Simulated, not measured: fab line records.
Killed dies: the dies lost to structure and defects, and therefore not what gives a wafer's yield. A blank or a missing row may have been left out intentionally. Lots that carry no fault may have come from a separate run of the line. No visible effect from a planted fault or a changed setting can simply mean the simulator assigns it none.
Problem report in the 8D (eight disciplines) form, filled by code	flow gf180mcu	the parts of the form that need people (team, actions taken, sign-off) are left out

1. THE ISSUE
time to endpoint s at GF_CONTACT_CMP_04 reads a mean of 62 s on 2 wafers of 2 lots; wafers without a fault read 109 s with a standard deviation of 5.7. That puts it -8.2 standard deviations away from the usual mean.
The step: polishes SiO2.
Earliest sighting: wafer L538.4 on cmp-02 at day 17 22:14. Wafers with a number at this step in the record: 41, from 14 lots. The rule behind "out" and "out of limits": a value lying over 4 standard deviations away from the usual mean. The rest of the wafers with a number are treated as sound.

2. WHAT THIS IS AND IS NOT
question	is	is not
which readings at this step	time to endpoint s	motor current A, retaining ring pressure frac
which lots	L538, L539	L530, L532, L533, L534, L535, L541, L547, L548, L549, L551, L552, L553
which wafers of those lots	L538.4, L539.4	L538.3, L538.6, L539.2, L539.6
read on which tools	cmp-02	cmp-01
when	from day 17 22:14	up to then (17 sound wafers); but 22 sound wafers of L539, L541, L547, L548, L549, L551, L552, L553 came after

3. THE SUSPECTS, EACH WITH WHAT RULES IT OUT
Counting: if a tool at a process step up to the reading ran every lot that is out, it stays a suspect. Sound lots after the first of them don't rule it out here, since some wafers of a struck lot are sound.
- cmp-02 at GF_CONTACT_CMP_04 (polishes SiO2): kept. It processed each lot that is out (first: L538, day 17 22:14); up to then, its last sound lot is L535 (day 16 22:40). Its own readings are out on those wafers: time to endpoint s.
- Within cmp-02 at GF_CONTACT_CMP_04: the wafers that are out ran in chambers 2, 3; their sound lot-mates ran in chambers 0, 1.
After counting, what remains is cmp-02 at GF_CONTACT_CMP_04.

4. THE CAUSE (what the simulator had put in)
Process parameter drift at GF_CONTACT_CMP_04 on cmp-02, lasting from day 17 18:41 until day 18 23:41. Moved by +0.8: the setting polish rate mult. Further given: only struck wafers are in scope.
Only this tool survived the counting.

5. SEQUENCE OF EFFECTS, ordered by route
Rows list readings where the struck wafers' mean (over those with a number) sits beyond 3 standard deviations from the usual. Scope: only readings with a usual standard deviation given in the record; hours: median across lots of the time from each lot's start at the first step in this table that gives one to its start at this step; sigmas: change in usual standard deviations.
hours	step	reading	usual	on struck wafers	change	sigmas
0	GF_CONTACT_CMP_04	time to endpoint s	109 s	62	-46	-8.2
Here are the process steps it includes:
- GF_CONTACT_CMP_04: polishes SiO2.
Later steps that measure or inspect, where all struck wafers having a row at the step show a number for every such reading and not one has moved that far: GF_CONTACT_THK_MEAS_26, GF_V1_CD_MEAS_14.

6. HOW IT WOULD HAVE BEEN CAUGHT EARLIER
First out-of-limits reading in this record: day 17 22:14, which is 4 hours after fault onset at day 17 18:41.
